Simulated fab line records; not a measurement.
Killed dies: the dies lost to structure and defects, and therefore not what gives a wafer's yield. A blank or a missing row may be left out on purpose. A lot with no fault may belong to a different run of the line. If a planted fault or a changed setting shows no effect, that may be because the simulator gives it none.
A single fault, viewed from 2 desks | flow sky130 | each desk has only its own numbers; what lay behind them comes last

== TOOL OWNER'S DESK, implanter-01 ==
The tool's own readings at SKY_SD_N_IMPLANT_09: means of the sampled wafers that have a number, for each lot that ran on this tool. A lot is out of limits, marked OUT, if its mean lies more than 4 standard deviations from the usual mean; the brackets give that distance.
Columns: A = beam on s at SKY_SD_N_IMPLANT_09, usual 15.5 s; B = dose ions cm2 at SKY_SD_N_IMPLANT_09, usual 4e+15
lot  | first seen here | A               | B
L474 | day 30 02:41    | 16.1            | 4e+15
L477 | day 31 15:00    | 16.3            | 4e+15
L486 | day 34 00:37    | 9.8 (-4.4) OUT  | 2e+15 (-99 or more) OUT
L487 | day 34 12:58    | 10.2 (-4.1) OUT | 2e+15 (-99 or more) OUT
This desk's verdict: out of limits on L486, L487, starting with L486 at day 34 00:37 (beam on s at SKY_SD_N_IMPLANT_09). Within limits: L474, L477.

== THE METROLOGY DESK ==
What the gauges read for every lot (on any tool): the sampled wafers with a number, averaged. A lot is out of limits, marked OUT, if its mean lies more than 4 standard deviations from the usual mean; the brackets give that distance.
Columns: A = SD_N_TW at SKY_SD_N_TW_MEAS_12, usual 3970; B = SD_N_RS at SKY_SD_N_RS_MEAS_16, usual 68.62 ohm/sq
lot  | first seen here | A    | B
L470 | day 28 20:52    | 3937 | 68.56
L474 | day 30 03:04    | 4002 | 68.59
L475 | day 31 08:20    | 3963 | 68.57
L477 | day 31 15:24    | 3956 | 68.66
L476 | day 31 18:19    | 3950 | 68.53
L486 | day 34 01:01    | 3860 | 75.45 (+62) OUT
L487 | day 34 13:20    | 3879 | 75.30 (+61) OUT
L489 | day 34 23:37    | 3990 | 68.56
L490 | day 35 09:07    | 3978 | 68.64
L491 | day 35 13:26    | 3996 | 68.58
Finding of this desk: L486, L487 out of limits, first seen on L486 at day 34 01:19 (SD_N_RS at SKY_SD_N_RS_MEAS_16). Within limits: L470, L474, L475, L477, L476, L489, L490, L491.

== BROUGHT TOGETHER ==
The tool owner's desk had the chance to raise an alarm at day 34 00:37 on L486, L487.
The metrology desk could have raised an alarm at day 34 01:19, on L486, L487.
All the named lots went through SKY_SD_N_IMPLANT_09 on implanter-01.

== WHAT HAD BEEN PUT IN BY THE SIMULATOR ==
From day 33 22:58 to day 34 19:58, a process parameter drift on implanter-01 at SKY_SD_N_IMPLANT_09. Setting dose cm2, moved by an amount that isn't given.
Lots struck among those shown: L486, L487.
Hours from the fault's start to each desk's first reading out of limits: the tool owner's desk, 2; the metrology desk, 2.
